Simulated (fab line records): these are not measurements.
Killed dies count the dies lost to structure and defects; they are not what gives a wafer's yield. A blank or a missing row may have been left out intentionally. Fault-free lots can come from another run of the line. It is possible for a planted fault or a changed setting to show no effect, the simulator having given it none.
One fault seen from 2 desks + flow sky130 + numbers are kept per desk, each desk with only its own; the story behind them comes last

== METROLOGY DESK ==
Means of the sampled wafers that have a number, per lot and without regard to the tool the lot ran on: this is what the gauges read. Marked OUT: a lot whose mean sits more than 4 standard deviations from the usual mean, which makes it out of limits; the brackets give that distance.
Columns: A = CAPM_OVL at SKY_CAPM_OVL_MEAS_12, usual -0.2 nm; B = VIA3_OVL at SKY_VIA3_OVL_MEAS_13, usual 0 nm; C = CAP2M_TIN_RS at SKY_CAP2M_RS_MEAS_03, usual 6.94 ohm/sq; D = CAP2M_TIN_THK at SKY_CAP2M_THK_MEAS_04, usual 198.8 nm
| lot  | first seen here | A    | B   | C               | D                |
|------|-----------------|------|-----|-----------------|------------------|
| L787 | day 38 13:26    | -0.1 | -2  | 7.05            | 196.0            |
| L788 | day 39 06:50    | -0.5 | -6  | 6.88            | 201.1            |
| L792 | day 40 10:19    | -1.5 | 3   | 7.03            | 194.7            |
| L794 | day 41 11:35    | -1.6 | -2  | 7.00            | 198.1            |
| L796 | day 41 17:27    | -0.1 | 6   | 6.96            | 198.6            |
| L797 | day 41 17:46    | -1.2 | -10 | 6.87            | 199.6            |
| L798 | day 42 03:48    | -1.3 | 3   | 6.96            | 198.6            |
| L801 | day 42 16:26    | -2.1 | -5  | 7.29 (+4.4) OUT | 189.1 (-4.4) OUT |
| L804 | day 43 12:32    | 0.8  | -8  | 7.23            | 191.3            |
| L808 | day 44 13:10    | 0.1  | -3  | 6.91            | 200.0            |
This desk reports L801 out of limits; the earliest was L801 at day 44 21:09 (CAP2M_TIN_RS at SKY_CAP2M_RS_MEAS_03). In limits: L787, L788, L792, L794, L796, L797, L798, L804, L808.

== FOR THE TOOL OWNER'S DESK: pvd-sputter-02 ==
The tool's own readings at SKY_CAP2M_SPUTTER_02 (material TiN, target thk 200 nm, time 166.7 s): means of the sampled wafers that have a number, for each lot that ran on this tool. Marked OUT: a lot whose mean sits more than 4 standard deviations from the usual mean, which makes it out of limits; the brackets give that distance.
Columns: A = chamber-pressure-pa at SKY_CAP2M_SPUTTER_02, usual 0.4001 Pa; B = throttle-valve-pct at SKY_CAP2M_SPUTTER_02, usual 29.8 %
| lot  | first seen here | A                        | B    |
|------|-----------------|--------------------------|------|
| L787 | day 40 20:59    | 0.3999                   | 29.8 |
| L792 | day 42 14:50    | 0.4006                   | 30.0 |
| L794 | day 43 15:00    | 0.4003                   | 31.1 |
| L796 | day 43 22:11    | 0.4001                   | 30.1 |
| L798 | day 44 05:43    | 0.4004                   | 29.5 |
| L801 | day 44 21:01    | 0.5328 (+99 or more) OUT | 25.1 |
| L804 | day 45 13:27    | 0.5341 (+99 or more) OUT | 25.4 |
This desk finds L801, L804 out of limits, L801 being first, at day 44 21:01 (chamber-pressure-pa at SKY_CAP2M_SPUTTER_02). In limits: L787, L792, L794, L796, L798.

== TAKEN TOGETHER ==
The tool owner's desk could have raised an alarm at day 44 21:01, on L801, L804.
Metrology desk: alarm possible at day 44 21:09 on L801.
The metrology desk holds a record of L804, inside its limits.
SKY_CAP2M_SPUTTER_02 was run on pvd-sputter-02 by each of the lots named.

== WHAT THE SIMULATOR PUT IN ==
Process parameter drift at SKY_CAP2M_SPUTTER_02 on pvd-sputter-02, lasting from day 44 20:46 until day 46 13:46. Setting chamber-pressure-pa shifted by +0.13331 from 0.4. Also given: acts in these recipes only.
Struck lots among those shown: L801, L804.
Hours from the fault's start to each desk's first reading out of limits: the tool owner's desk, 0; the metrology desk, 0.
